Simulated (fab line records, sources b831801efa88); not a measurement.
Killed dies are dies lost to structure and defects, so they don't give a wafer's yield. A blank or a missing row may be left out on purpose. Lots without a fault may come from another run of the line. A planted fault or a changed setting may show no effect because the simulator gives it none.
fab line records | flow sky130
record lots=5 wafers=15 last_day=50
route steps=708 shown CAPM@539 METAL3@555
lots that met no fault: from a run of the same line without faults
start_h: hours from the record's first day to the start of the lot's first wafer shown | wait_h: hours since the lot's step before | " the same as in the row above | L1.1+2: a row that stands for several wafers | - no value, or no start given | * or withheld: withheld | < > ~ a bound
route shown NAME@n: a module of which the file shows steps, and the number in the route of the first | usual: mean/standard deviation of fault-free wafers | same: alike in all rows | chamber/n: place in a boat | sites: the reading at each site | _std_site: their standard deviation | _edge_site: outer sites' mean less inner sites' | radius_mm: how far each site lies from the wafer's centre | mask NAME#n: copy n | behind: the tool/chamber that last shaped the wafer | hold: why the lot was held/for how many hours/how that ended | device: the transistor (n, p or np) that didn't switch | end of line: the same wafers' tests at the end of the route | a step without rows: its recipe alone | killed: dies lost to structure and defects at the first sort, not the wafer's yield | map: a wafer's dies, x killed, . not, _ none there
set.NAME: the setting as run; set.NAME@STEP: as run at that earlier step | model.NAME: the simulator's own value behind a step, which no gauge read
lots at some steps of the route; a table a step, a row a wafer
services: from which hour (start_h, from the record's first day; less than 0 if before it) a tool's chamber was out of use, for how many hours, and why
## steps
# step SKY_CAPM_SPUTTER_02
# recipe material=TiN target_thk_nm=200 temp_c=300 power_w=6500 time_s=166.7 chamber_pressure_pa=0.4
# usual throttle_valve_pct=30.3/1
# same time_s=166.7
# columns lot.wafer tool chamber start_h wait_h throttle_valve_pct
L079.2 pvd_sputter-04 - 896.16 0.0 30.5
L079.5 " - " " 30.4
L079.6 " - " " 30.8
L084.1 pvd_sputter-01 - 953.93 0.1 31.1
L084.2 " - " " 29.1
L084.3 " - " " 31.0
L087.3 pvd_sputter-04 - 954.66 0.0 31.3
L087.5 " - " " 31.6
L087.6 " - " " 30.2
L088.1 pvd_sputter-04 - 955.11 0.1 30.3
L088.4 " - " " 31.8
L088.6 " - " " 30.5
L096.1 pvd_sputter-01 - 1011.81 0.1 30.8
L096.5 " - " " 30.8
L096.6 " - " " 30.1
# step SKY_CAPM_RS_MEAS_03
# recipe thk_meas_gauge=four-point-probe reads=TiN_of_CAPM_SPUTTER_02
# usual CAPM_TIN_RS=6.91/0.066
# columns lot.wafer tool chamber start_h wait_h CAPM_TIN_RS[ohm/sq]
L079.2 film_metro-04 - 896.29 0.1 6.85
L079.5 " - " " 6.76
L079.6 " - " " 6.81
L084.1 film_metro-02 - 954.04 0.1 7.03
L084.2 " - " " 6.89
L084.3 " - " " 6.93
L087.3 film_metro-04 - 954.81 0.1 6.95
L087.5 " - " " 7.03
L087.6 " - " " 7.03
L088.1 film_metro-01 - 955.22 0.1 6.90
L088.4 " - " " 6.92
L088.6 " - " " 6.89
L096.1 film_metro-01 - 1011.92 0.1 6.93
L096.5 " - " " 6.97
L096.6 " - " " 6.94
# step SKY_CAPM_THK_MEAS_04
# recipe thk_meas_gauge=xrf reads=TiN_of_CAPM_SPUTTER_02
# usual CAPM_TIN_THK=198.1/2
# columns lot.wafer tool chamber start_h wait_h CAPM_TIN_THK[nm]
L079.2 film_metro-04 - 896.40 0.1 200.8
L079.5 " - " " 202.3
L079.6 " - " " 201.0
L084.1 film_metro-02 - 954.16 0.1 195.1
L084.2 " - " " 198.0
L084.3 " - " " 196.8
L087.3 film_metro-04 - 954.91 0.1 198.6
L087.5 " - " " 196.1
L087.6 " - " " 196.4
L088.1 film_metro-01 - 955.34 0.1 198.2
L088.4 " - " " 196.2
L088.6 " - " " 197.0
L096.1 film_metro-01 - 1012.04 0.1 195.7
L096.5 " - " " 196.9
L096.6 " - " " 196.6
# step SKY_CAPM_DEHYDRATE_05
# recipe temp_c=200 time_s=60
# usual exhaust_pa=45.1/0.94
# same time_s=60
# columns lot.wafer tool chamber start_h wait_h exhaust_pa
L079.2 litho_track-02 0 908.23 11.8 43.5
L079.5 " 0 " " 45.1
L079.6 " 0 " " 43.7
L084.1 litho_track-03 0 965.06 10.9 45.3
L084.2 " 0 " " 45.2
L084.3 " 0 " " 45.7
L087.3 litho_track-03 0 966.31 11.4 45.4
L087.5 " 0 " " 45.3
L087.6 " 0 " " 44.7
L088.1 litho_track-04 0 966.80 11.5 45.7
L088.4 " 0 " " 45.1
L088.6 " 0 " " 46.3
L096.1 litho_track-03 0 1022.71 10.7 44.9
L096.5 " 0 " " 46.7
L096.6 " 0 " " 47.4
# step SKY_CAPM_HMDS_06
# recipe prime_time_s=60 prime_temp_c=120
# usual exhaust_pa=45.0/0.9 prime_temp_c=120.03/0.14
# same prime_time_s=60
# columns lot.wafer tool chamber start_h wait_h exhaust_pa prime_temp_c
L079.2 litho_track-02 0 908.38 0.1 45.1 120.01
L079.5 " 0 " " 44.3 120.27
L079.6 " 0 " " 45.0 120.15
L084.1 litho_track-03 0 965.21 0.1 44.9 120.01
L084.2 " 0 " " 44.9 120.01
L084.3 " 0 " " 44.1 120.07
L087.3 litho_track-03 0 966.46 0.1 44.7 119.78
L087.5 " 0 " " 44.6 120.02
L087.6 " 0 " " 43.8 120.07
L088.1 litho_track-04 0 966.95 0.1 46.0 120.18
L088.4 " 0 " " 46.2 120.14
L088.6 " 0 " " 45.7 120.18
L096.1 litho_track-03 0 1022.86 0.1 45.8 120.14
L096.5 " 0 " " 44.8 120.09
L096.6 " 0 " " 44.9 119.84
# step SKY_CAPM_COAT_07
# recipe resist=NOVOLAK spin_rpm=3000 resist_thk_nm=1140
# usual exhaust_pa=44.9/0.83
# columns lot.wafer tool chamber start_h wait_h exhaust_pa
L079.2 litho_track-02 0 908.53 0.1 44.0
L079.5 " 0 " " 44.6
L079.6 " 0 " " 44.2
L084.1 litho_track-03 0 965.36 0.1 45.3
L084.2 " 0 " " 45.2
L084.3 " 0 " " 44.2
L087.3 litho_track-03 0 966.61 0.1 45.1
L087.5 " 0 " " 44.0
L087.6 " 0 " " 44.5
L088.1 litho_track-04 0 967.10 0.1 44.0
L088.4 " 0 " " 44.4
L088.6 " 0 " " 44.9
L096.1 litho_track-03 0 1023.01 0.1 43.8
L096.5 " 0 " " 45.2
L096.6 " 0 " " 44.7
# step SKY_CAPM_SOFTBAKE_08
# recipe temp_c=90 time_s=60 resist=NOVOLAK
# usual exhaust_pa=44.8/0.91
# same time_s=60
# columns lot.wafer tool chamber start_h wait_h exhaust_pa
L079.2 litho_track-02 0 908.68 0.1 45.5
L079.5 " 0 " " 46.3
L079.6 " 0 " " 45.2
L084.1 litho_track-03 0 965.51 0.1 46.1
L084.2 " 0 " " 46.0
L084.3 " 0 " " 45.1
L087.3 litho_track-03 0 966.76 0.1 46.8
L087.5 " 0 " " 44.2
L087.6 " 0 " " 45.4
L088.1 litho_track-04 0 967.25 0.1 45.8
L088.4 " 0 " " 46.3
L088.6 " 0 " " 45.2
L096.1 litho_track-03 0 1023.16 0.1 45.3
L096.5 " 0 " " 45.0
L096.6 " 0 " " 45.4
# step SKY_CAPM_EXPOSE_09
# recipe mask_id=CAPM na=0.6 source_shape=conventional sigma_outer=0.6 polarization=unpolarized target_cd_nm=1000 dose_mj=159
# columns lot.wafer tool chamber start_h wait_h mask
L079.2+5+6 iline_stepper-02 0 - - CAPM#0
L084.1+2+3 iline_stepper-02 0 - - CAPM#0
L087.3+5+6 iline_stepper-02 0 - - CAPM#0
L088.1+4+6 iline_stepper-01 0 - - CAPM#0
L096.1+5+6 iline_stepper-01 0 - - CAPM#0
# step SKY_CAPM_PEB_10
# recipe temp_c=withheld time_s=* resist=NOVOLAK
# usual exhaust_pa=45.2/0.69
# same time_s=*
# columns lot.wafer tool chamber start_h wait_h exhaust_pa
L079.2 litho_track-03 0 - - 44.2
L079.5 " 0 " " 45.4
L079.6 " 0 " " 44.6
L084.1 litho_track-04 0 - - 45.4
L084.2 " 0 " " 46.2
L084.3 " 0 " " 45.7
L087.3 litho_track-03 0 - - 45.3
L087.5 " 0 " " 46.0
L087.6 " 0 " " 44.4
L088.1 litho_track-03 0 - - 45.0
L088.4 " 0 " " 46.0
L088.6 " 0 " " 46.9
L096.1 litho_track-03 0 - - 46.0
L096.5 " 0 " " 46.4
L096.6 " 0 " " 45.4
# step SKY_CAPM_DEVELOP_11
# recipe resist=NOVOLAK developer=TMAH develop_time_s=60 dev_temp_c=23
# usual exhaust_pa=44.9/0.95
# columns lot.wafer tool chamber start_h wait_h exhaust_pa
L079.2 litho_track-03 0 920.98 0.1 44.8
L079.5 " 0 " " 46.2
L079.6 " 0 " " 45.2
L084.1 litho_track-04 0 977.50 0.1 44.9
L084.2 " 0 " " 44.8
L084.3 " 0 " " 46.0
L087.3 litho_track-03 0 979.11 0.1 44.3
L087.5 " 0 " " 45.0
L087.6 " 0 " " 43.3
L088.1 litho_track-03 0 979.36 0.1 46.0
L088.4 " 0 " " 45.1
L088.6 " 0 " " 45.5
L096.1 litho_track-03 0 1034.56 0.1 44.0
L096.5 " 0 " " 44.5
L096.6 " 0 " " 43.9
# step SKY_CAPM_OVL_MEAS_12
# usual CAPM_OVL=-0.4/1.7
# columns lot.wafer tool chamber start_h wait_h CAPM_OVL[nm]
L079.2 overlay-02 - 921.12 0.1 -0.5
L079.5 " - " " -0.5
L079.6 " - " " -0.8
L084.1 overlay-01 - 977.65 0.1 -1.7
L084.2 " - " " -3.2
L084.3 " - " " -1.7
L087.3 overlay-02 - 979.22 0.1 -2.7
L087.5 " - " " -3.2
L087.6 " - " " -1.4
L088.1 overlay-01 - 979.51 0.1 -0.7
L088.4 " - " " 1.2
L088.6 " - " " -0.2
L096.1 overlay-01 - 1034.71 0.1 0.5
L096.5 " - " " 1.7
L096.6 " - " " 1.1
# step SKY_CAPM_METAL_ETCH_13
# recipe target_depth_nm=220 stop_on=SiO2 chemistry=Cl2/BCl3 target=TiN pressure_mtorr=10 icp_w=900 bias_w=48.5 Cl2_flow_sccm=60 bcl3_flow_sccm=30 time_s=62.9
# usual drypump_motor_current_A=5.71/0.13 oes_product_au=0.941/0.0072 throttle_valve_pct=21.900/0.0098
# same time_s=62.9
# columns lot.wafer tool chamber start_h wait_h drypump_motor_current_A oes_product_au rf_hours_counter_h throttle_valve_pct
L079.2 rie_metal-03 0 921.15 0.0 5.80 0.946 4 21.895
L079.5 " 1 " " 5.70 0.948 - 21.885
L079.6 " 0 " " 5.82 0.946 - 21.894
L084.1 rie_metal-02 0 977.69 0.0 5.35 0.930 4 21.910
L084.2 " 1 " " 5.71 0.942 17 21.896
L084.3 " 1 " " 5.71 0.934 - 21.881
L087.3 rie_metal-03 1 979.27 0.0 5.75 0.937 - 21.900
L087.5 " 1 " " 5.73 0.924 - 21.910
L087.6 " 0 " " 5.77 0.935 - 21.914
L088.1 rie_metal-01 0 979.55 0.0 5.88 0.955 17 21.889
L088.4 " 0 " " 5.83 0.933 - 21.906
L088.6 " 0 " " 5.84 0.950 - 21.906
L096.1 rie_metal-01 0 1034.75 0.0 5.80 0.944 21 21.907
L096.5 " 1 " " 5.68 0.927 - 21.910
L096.6 " 0 " " 5.80 0.935 - 21.911
# step SKY_CAPM_STRIP_14
# recipe chemistry=O2/N2 power_w=1400 pressure_mtorr=1500 platen_temp_c=withheld o2_flow_sccm=3000 n2_flow_sccm=300 overash_fraction=0.5
# usual drypump_motor_current_A=5.9/0.59 oes_product_au=0.710/0.0047 strip_time_to_endpoint_s=12.62/0.049
# columns lot.wafer tool chamber start_h wait_h drypump_motor_current_A oes_product_au rf_hours_counter_h strip_time_to_endpoint_s
L079.2 plasma_asher-04 1 921.22 0.1 5.9 0.713 53 12.63
L079.5 " 0 " " 6.8 0.721 - 12.65
L079.6 " 1 " " 5.8 0.715 - 12.69
L084.1 plasma_asher-04 0 977.76 0.1 6.8 0.709 58 12.65
L084.2 " 1 " " 5.8 0.710 58 12.64
L084.3 " 0 " " 6.8 0.714 - 12.62
L087.3 plasma_asher-01 0 979.36 0.1 5.7 0.711 - 12.54
L087.5 " 1 " " 4.8 0.714 - 12.56
L087.6 " 0 " " 5.7 0.712 - 12.54
L088.1 plasma_asher-01 1 979.62 0.1 4.8 0.716 81 12.63
L088.4 " 1 " " 4.8 0.711 - 12.68
L088.6 " 0 " " 5.8 0.720 - 12.60
L096.1 plasma_asher-03 0 1034.82 0.1 6.1 0.715 27 12.55
L096.5 " 0 " " 6.1 0.697 - 12.54
L096.6 " 1 " " 6.0 0.714 - 12.58
# step SKY_CAPM_STRIP_15
# recipe chemistry=post_etch_residue_remover time_s=1200 temp_c=72.5
# same time_s=1200
# columns lot.wafer tool chamber start_h wait_h
L079.2+5+6 wet_bench-01 3 921.32 0.1
L084.1+2+3 wet_bench-01 0 977.86 0.1
L087.3+5+6 wet_bench-01 0 979.42 0.0
L088.1+4+6 wet_bench-04 2 979.72 0.1
L096.1+5+6 wet_bench-04 3 1034.92 0.1
# step SKY_CAPM_CLEAN_16
# recipe chemistry=IPA time_s=180 temp_c=25
# same time_s=180
# columns lot.wafer tool chamber start_h wait_h
L079.2+5+6 wet_bench-04 1 921.66 0.0
L084.1+2+3 wet_bench-02 1 978.24 0.0
L087.3+5+6 wet_bench-02 1 979.80 0.0
L088.1+4+6 wet_bench-02 0 980.10 0.0
L096.1+5+6 wet_bench-01 3 1035.30 0.0
# step SKY_CAPM_CLEAN_17
# recipe chemistry=O3/DIW dry=n2_spin
# columns lot.wafer tool chamber start_h wait_h
L079.2+5+6 wet_bench-02 3 921.72 0.0
L084.1+2+3 wet_bench-04 0 978.30 0.0
L087.3+5+6 wet_bench-01 2 979.86 0.0
L088.1+4+6 wet_bench-04 3 980.16 0.0
L096.1+5+6 wet_bench-04 2 1035.35 0.0
# step SKY_METAL3_DEHYDRATE_05
# recipe temp_c=200 time_s=60
# usual exhaust_pa=45.0/0.82
# same time_s=60
# columns lot.wafer tool chamber start_h wait_h exhaust_pa
L079.2 litho_track-03 0 933.28 11.5 45.2
L079.5 " 0 " " 44.5
L079.6 " 0 " " 43.9
L084.1 litho_track-04 0 989.10 10.7 45.8
L084.2 " 0 " " 45.6
L084.3 " 0 " " 45.6
L088.1 litho_track-03 0 990.71 10.5 46.1
L088.4 " 0 " " 44.4
L088.6 " 0 " " 43.4
L087.3 litho_track-04 0 990.75 10.8 45.1
L087.5 " 0 " " 45.3
L087.6 " 0 " " 45.6
L096.1 litho_track-04 0 1046.10 10.6 45.9
L096.5 " 0 " " 45.7
L096.6 " 0 " " 45.6
# step SKY_METAL3_HMDS_06
# recipe prime_time_s=60 prime_temp_c=120
# usual exhaust_pa=44.9/0.83 prime_temp_c=119.99/0.14
# same prime_time_s=60
# columns lot.wafer tool chamber start_h wait_h exhaust_pa prime_temp_c
L079.2 litho_track-03 0 933.43 0.1 44.0 120.22
L079.5 " 0 " " 43.9 120.06
L079.6 " 0 " " 45.4 120.07
L084.1 litho_track-04 0 989.25 0.1 44.7 120.00
L084.2 " 0 " " 44.7 119.73
L084.3 " 0 " " 43.4 120.14
L088.1 litho_track-03 0 990.86 0.1 43.9 120.11
L088.4 " 0 " " 44.0 120.25
L088.6 " 0 " " 46.2 120.10
L087.3 litho_track-04 0 990.90 0.1 45.2 120.12
L087.5 " 0 " " 44.1 119.92
L087.6 " 0 " " 43.6 120.00
L096.1 litho_track-04 0 1046.25 0.1 44.6 119.90
L096.5 " 0 " " 43.8 120.12
L096.6 " 0 " " 44.2 120.12
# step SKY_METAL3_COAT_07
# recipe resist=BARC temp_c=withheld time_s=withheld spin_rpm=3000 resist_thk_nm=60
# usual exhaust_pa=45.1/0.8
# columns lot.wafer tool chamber start_h wait_h exhaust_pa
L079.2 litho_track-03 0 933.58 0.1 45.9
L079.5 " 0 " " 46.5
L079.6 " 0 " " 45.0
L084.1 litho_track-04 0 989.40 0.1 45.2
L084.2 " 0 " " 44.6
L084.3 " 0 " " 44.7
L088.1 litho_track-03 0 991.01 0.1 44.1
L088.4 " 0 " " 46.0
L088.6 " 0 " " 45.6
L087.3 litho_track-04 0 991.05 0.1 45.3
L087.5 " 0 " " 44.3
L087.6 " 0 " " 45.2
L096.1 litho_track-04 0 1046.40 0.1 45.5
L096.5 " 0 " " 45.4
L096.6 " 0 " " 45.7
# step SKY_METAL3_COAT_08
# recipe resist=KrF-thick spin_rpm=3000 resist_thk_nm=1140
# usual exhaust_pa=45.1/0.8
# columns lot.wafer tool chamber start_h wait_h exhaust_pa
L079.2 litho_track-03 0 - - 44.2
L079.5 " 0 " " 45.5
L079.6 " 0 " " 44.9
L084.1 litho_track-04 0 - - 46.4
L084.2 " 0 " " 44.9
L084.3 " 0 " " 45.1
L088.1 litho_track-03 0 - - 45.2
L088.4 " 0 " " 45.0
L088.6 " 0 " " 44.6
L087.3 litho_track-04 0 - - 44.1
L087.5 " 0 " " 44.8
L087.6 " 0 " " 44.3
L096.1 litho_track-04 0 - - 44.8
L096.5 " 0 " " 45.9
L096.6 " 0 " " 46.2
# step SKY_METAL3_SOFTBAKE_09
# recipe temp_c=100 time_s=90 resist=KrF-thick
# usual exhaust_pa=45.0/0.77
# same time_s=90
# columns lot.wafer tool chamber start_h wait_h exhaust_pa
L079.2 litho_track-03 0 - - 45.3
L079.5 " 0 " " 45.3
L079.6 " 0 " " 44.0
L084.1 litho_track-04 0 - - 44.9
L084.2 " 0 " " 44.8
L084.3 " 0 " " 44.3
L088.1 litho_track-03 0 - - 44.4
L088.4 " 0 " " 45.8
L088.6 " 0 " " 43.8
L087.3 litho_track-04 0 - - 44.1
L087.5 " 0 " " 44.9
L087.6 " 0 " " 45.3
L096.1 litho_track-04 0 - - 45.2
L096.5 " 0 " " 44.4
L096.6 " 0 " " 46.0
# step SKY_METAL3_EXPOSE_10
# recipe mask_id=MM3 na=0.68 source_shape=annular sigma_inner=0.4 sigma_outer=0.8 target_cd_nm=300 dose_mj=28
# same sigma_inner=0.4
# columns lot.wafer tool chamber start_h wait_h mask
L079.2+5+6 krf_scanner-02 0 - - MM3#0
L084.1+2+3 krf_scanner-02 0 - - MM3#0
L087.3+5+6 krf_scanner-01 0 - - MM3#0
L088.1+4+6 krf_scanner-01 0 - - MM3#0
L096.1+5+6 krf_scanner-02 0 - - MM3#0
# step SKY_METAL3_PEB_11
# recipe peb_temp_c=withheld peb_time_s=withheld resist=KrF-thick
# usual exhaust_pa=45.2/0.87
# columns lot.wafer tool chamber start_h wait_h exhaust_pa
L079.2 litho_track-01 0 - - 45.2
L079.5 " 0 " " 46.4
L079.6 " 0 " " 45.6
L084.1 litho_track-03 0 - - 45.2
L084.2 " 0 " " 44.9
L084.3 " 0 " " 44.1
L087.3 litho_track-01 0 - - 45.6
L087.5 " 0 " " 46.9
L087.6 " 0 " " 46.9
L088.1 litho_track-04 0 - - 43.7
L088.4 " 0 " " 45.1
L088.6 " 0 " " 45.1
L096.1 litho_track-04 0 - - 46.2
L096.5 " 0 " " 45.1
L096.6 " 0 " " 45.8
# step SKY_METAL3_DEVELOP_12
# recipe develop_time_s=60 resist=KrF-thick dev_temp_c=21
# usual exhaust_pa=45.1/0.77
# columns lot.wafer tool chamber start_h wait_h exhaust_pa
L079.2 litho_track-01 0 - - 44.6
L079.5 " 0 " " 45.0
L079.6 " 0 " " 44.5
L084.1 litho_track-03 0 - - 44.8
L084.2 " 0 " " 45.3
L084.3 " 0 " " 45.2
L087.3 litho_track-01 0 - - 44.3
L087.5 " 0 " " 45.4
L087.6 " 0 " " 45.4
L088.1 litho_track-04 0 - - 46.8
L088.4 " 0 " " 45.7
L088.6 " 0 " " 45.4
L096.1 litho_track-04 0 - - 45.6
L096.5 " 0 " " 46.1
L096.6 " 0 " " 45.8
# step SKY_METAL3_CD_MEAS_13
# recipe target_cd_nm=300
# usual cd_nm=299.9/1.4
# columns lot.wafer tool chamber start_h wait_h cd_nm
L079.2 cd_sem-01 - 945.97 - 299.9
L079.5 " - " " 301.1
L079.6 " - " " 301.9
L084.1 cd_sem-01 - 1002.01 - 300.5
L084.2 " - " " 300.8
L084.3 " - " " 299.3
L087.3 cd_sem-02 - 1003.69 - 303.8
L087.5 " - " " 303.2
L087.6 " - " " 302.7
L088.1 cd_sem-01 - 1003.75 - 301.3
L088.4 " - " " 299.0
L088.6 " - " " 300.4
L096.1 cd_sem-01 - 1057.35 - 301.1
L096.5 " - " " 299.7
L096.6 " - " " 300.8
# step SKY_METAL3_OVL_MEAS_14
# usual METAL3_OVL=-4/6.5
# columns lot.wafer tool chamber start_h wait_h METAL3_OVL[nm]
L079.2 overlay-02 - 946.08 0.1 -6
L079.5 " - " " -17
L079.6 " - " " -12
L084.1 overlay-02 - 1002.13 0.1 -6
L084.2 " - " " 2
L084.3 " - " " -2
L087.3 overlay-01 - 1003.78 0.1 5
L087.5 " - " " 4
L087.6 " - " " 1
L088.1 overlay-02 - 1003.87 0.1 3
L088.4 " - " " 5
L088.6 " - " " 6
L096.1 overlay-02 - 1057.47 0.1 -14
L096.5 " - " " -6
L096.6 " - " " -6
# step SKY_METAL3_DESCUM_15
# recipe chemistry=O2 source_power_w=150 bias_power_w=0 pressure_mtorr=10 temp_c=40 time_s=8
# usual drypump_motor_current_A=5.76/0.22 oes_product_au=1.000/0.0067
# same time_s=8
# columns lot.wafer tool chamber start_h wait_h drypump_motor_current_A oes_product_au rf_hours_counter_h
L079.2 rie_metal-03 0 946.11 0.0 5.75 0.993 6
L079.5 " 1 " " 5.72 0.986 -
L079.6 " 0 " " 5.79 1.002 -
L084.1 rie_metal-03 0 1002.17 0.0 5.78 0.993 8
L084.2 " 1 " " 5.73 0.996 17
L084.3 " 0 " " 5.82 1.000 -
L087.3 rie_metal-03 1 1003.82 0.0 5.78 1.000 -
L087.5 " 0 " " 5.82 0.990 -
L087.6 " 1 " " 5.74 0.992 -
L088.1 rie_metal-01 0 1003.91 0.0 5.80 1.006 19
L088.4 " 1 " " 5.70 0.998 -
L088.6 " 1 " " 5.70 0.984 -
L096.1 rie_metal-01 1 1057.51 0.0 5.71 0.988 7
L096.5 " 1 " " 5.69 0.998 -
L096.6 " 1 " " 5.69 0.997 -
# step SKY_METAL3_ETCH_16
# recipe chemistry=N2/H2 target=BARC ion_energy_ev=200 bias_w=100 pressure_mtorr=30 n2_flow_sccm=100 h2_flow_sccm=200 icp_w=500 stop_on=SiO2 time_s=88.2 target_depth_a=600
# usual drypump_motor_current_A=5.77/0.22 oes_product_au=0.625/0.0044 throttle_valve_pct=13.204/0.0095
# same time_s=88.2
# columns lot.wafer tool chamber start_h wait_h drypump_motor_current_A oes_product_au rf_hours_counter_h throttle_valve_pct
L079.2 rie_metal-03 0 946.14 0.0 5.81 0.631 6 13.204
L079.5 " 1 " " 5.74 0.632 - 13.190
L079.6 " 0 " " 5.79 0.623 - 13.208
L084.1 rie_metal-03 0 1002.20 0.0 5.78 0.622 8 13.203
L084.2 " 1 " " 5.77 0.623 17 13.208
L084.3 " 0 " " 5.83 0.629 - 13.203
L087.3 rie_metal-03 1 1003.87 0.0 5.75 0.621 - 13.187
L087.5 " 0 " " 5.84 0.624 - 13.206
L087.6 " 1 " " 5.70 0.624 - 13.199
L088.1 rie_metal-01 0 1003.94 0.0 5.81 0.621 19 13.203
L088.4 " 1 " " 5.74 0.623 - 13.204
L088.6 " 1 " " 5.71 0.632 - 13.197
L096.1 rie_metal-01 1 1057.57 0.1 5.71 0.633 7 13.209
L096.5 " 1 " " 5.71 0.629 - 13.196
L096.6 " 1 " " 5.71 0.626 - 13.213
# step SKY_METAL3_ETCH_17
# recipe target=SiO2 stop_on=TiN chemistry=C4F8/O2/Ar source_w=1500 bias_w=1200 pressure_mtorr=40 c4f8_flow_sccm=withheld O2_flow_sccm=6 Ar_flow_sccm=300 time_s=3.9 target_depth_a=150
# usual oes_product_au=0.753/0.0068
# same time_s=3.9
# columns lot.wafer tool chamber start_h wait_h oes_product_au rf_hours_counter_h
L079.2 rie_diel-03 3 946.24 0.1 0.747 22
L079.5 " 0 " " 0.764 -
L079.6 " 1 " " 0.755 -
L084.1 rie_diel-02 3 1002.30 0.1 0.749 10
L084.2 " 0 " " 0.743 21
L084.3 " 1 " " 0.753 18
L087.3 rie_diel-01 1 1003.94 0.0 0.750 12
L087.5 " 1 " " 0.761 -
L087.6 " 2 " " 0.759 -
L088.1 rie_diel-03 2 1004.04 0.1 0.748 27
L088.4 " 0 " " 0.758 9
L088.6 " 1 " " 0.752 -
L096.1 rie_diel-01 3 1057.77 0.2 0.754 10
L096.5 " 3 " " 0.753 -
L096.6 " 0 " " 0.759 -
# step SKY_METAL3_METAL_ETCH_18
# recipe target_depth_a=8450 stop_on=SiO2 over_etch_frac=0.3 time_s=183.1 chemistry=Cl2/BCl3 resist_sidewall_deg=88 pressure_mtorr=10 icp_w=900 bias_w=48.5 Cl2_flow_sccm=60 bcl3_flow_sccm=30
# usual drypump_motor_current_A=5.8/0.35 oes_product_au=0.867/0.0073 throttle_valve_pct=22.265/0.009
# same over_etch_frac=0.3 time_s=183.1
# columns lot.wafer tool chamber start_h wait_h drypump_motor_current_A oes_product_au rf_hours_counter_h throttle_valve_pct
L079.2 rie_metal-01 0 946.26 0.0 5.8 0.870 16 22.273
L079.5 " 0 " " 5.8 0.860 - 22.261
L079.6 " 1 " " 5.7 0.855 - 22.267
L084.1 rie_metal-01 1 1002.32 0.0 5.7 0.863 3 22.273
L084.2 " 0 " " 5.8 0.857 19 22.267
L084.3 " 0 " " 5.8 0.871 - 22.279
L087.3 rie_metal-04 1 1004.02 0.1 5.2 0.873 - 22.253
L087.5 " 1 " " 5.2 0.883 - 22.254
L087.6 " 0 " " 6.3 0.867 - 22.279
L088.1 rie_metal-03 1 1004.06 0.0 5.7 0.871 17 22.263
L088.4 " 1 " " 5.8 0.863 - 22.284
L088.6 " 0 " " 5.8 0.873 - 22.259
L096.1 rie_metal-04 1 1057.79 0.0 5.2 0.861 14 22.262
L096.5 " 0 " " 6.3 0.857 - 22.250
L096.6 " 1 " " 5.2 0.853 - 22.271
# step SKY_METAL3_STRIP_19
# recipe chemistry=O2/N2 power_w=1400 pressure_mtorr=1500 platen_temp_c=withheld o2_flow_sccm=3000 n2_flow_sccm=300 overash_fraction=0.5
# usual drypump_motor_current_A=5.9/0.44 oes_product_au=0.501/0.0049 strip_time_to_endpoint_s=6.52/0.058
# columns lot.wafer tool chamber start_h wait_h drypump_motor_current_A oes_product_au rf_hours_counter_h strip_time_to_endpoint_s
L079.2 plasma_asher-03 0 946.43 0.1 6.1 0.497 18 6.41
L079.5 " 0 " " 6.1 0.510 - 6.46
L079.6 " 1 " " 6.0 0.503 - 6.51
L084.1 plasma_asher-03 0 1002.49 0.1 6.1 0.499 24 6.52
L084.2 " 1 " " 6.0 0.496 24 6.44
L084.3 " 1 " " 6.0 0.498 - 6.45
L087.3 plasma_asher-02 0 1004.17 0.1 6.3 0.496 - 6.52
L087.5 " 1 " " 6.0 0.514 - 6.59
L087.6 " 0 " " 6.3 0.498 - 6.56
L088.1 plasma_asher-03 0 1004.23 0.1 6.1 0.504 24 6.49
L088.4 " 1 " " 6.0 0.486 - 6.46
L088.6 " 0 " " 6.1 0.500 - 6.50
L096.1 plasma_asher-03 0 1057.96 0.1 6.1 0.503 30 6.55
L096.5 " 0 " " 6.1 0.506 - 6.52
L096.6 " 1 " " 6.0 0.503 - 6.54
# step SKY_METAL3_STRIP_20
# recipe chemistry=post_etch_residue_remover time_s=1200 temp_c=72.5
# same time_s=1200
# columns lot.wafer tool chamber start_h wait_h
L079.2+5+6 wet_bench-04 0 946.53 0.1
L084.1+2+3 wet_bench-04 1 1002.59 0.1
L087.3+5+6 wet_bench-04 2 1004.24 0.0
L088.1+4+6 wet_bench-03 3 1004.33 0.1
L096.1+5+6 wet_bench-01 1 1058.06 0.1
# step SKY_METAL3_CLEAN_21
# recipe chemistry=IPA time_s=180 temp_c=25
# same time_s=180
# columns lot.wafer tool chamber start_h wait_h
L079.2+5+6 wet_bench-03 2 946.88 0.0
L084.1+2+3 wet_bench-01 1 1002.97 0.0
L087.3+5+6 wet_bench-04 0 1004.61 0.0
L088.1+4+6 wet_bench-03 2 1004.68 0.0
L096.1+5+6 wet_bench-01 1 1058.41 0.0
# step SKY_METAL3_CLEAN_22
# recipe chemistry=O3/DIW dry=n2_spin
# columns lot.wafer tool chamber start_h wait_h
L079.2+5+6 wet_bench-01 2 946.93 0.0
L084.1+2+3 wet_bench-03 0 1003.04 0.0
L087.3+5+6 wet_bench-04 0 1004.67 0.0
L088.1+4+6 wet_bench-03 1 1004.73 0.0
L096.1+5+6 wet_bench-04 0 1058.46 0.0
## services
# columns tool chamber start_h hours kind
iline_stepper-02 - 872.32 1.7 pm
krf_scanner-02 - 874.54 4.4 pm
krf_scanner-01 - 878.92 1.0 pm
pvd_sputter-01 - 883.18 0.5 repair
krf_scanner-02 - 886.87 1.0 pm
krf_scanner-01 - 891.88 0.8 pm
krf_scanner-02 - 893.58 1.3 pm
rie_diel-03 2 916.90 12.2 repair
rie_metal-04 1 918.18 8.0 repair
krf_scanner-01 - 926.66 0.5 repair
wet_bench-02 - 930.41 0.9 repair
krf_scanner-02 - 943.29 0.8 pm
pvd_sputter-01 - 943.94 2.7 repair
krf_scanner-01 - 951.68 1.3 pm
plasma_asher-04 - 963.94 2.8 pm
rie_diel-01 1 971.52 6.7 repair
pvd_sputter-01 - 978.24 5.9 repair
krf_scanner-01 - 982.41 0.2 repair
plasma_asher-01 - 997.53 1.6 repair
rie_metal-04 - 1015.47 2.8 pm
rie_diel-03 1 1020.44 5.5 repair
iline_stepper-01 - 1027.57 4.4 pm
iline_stepper-02 - 1052.95 14.0 repair
krf_scanner-02 - 1055.85 1.0 pm
## key
fault none
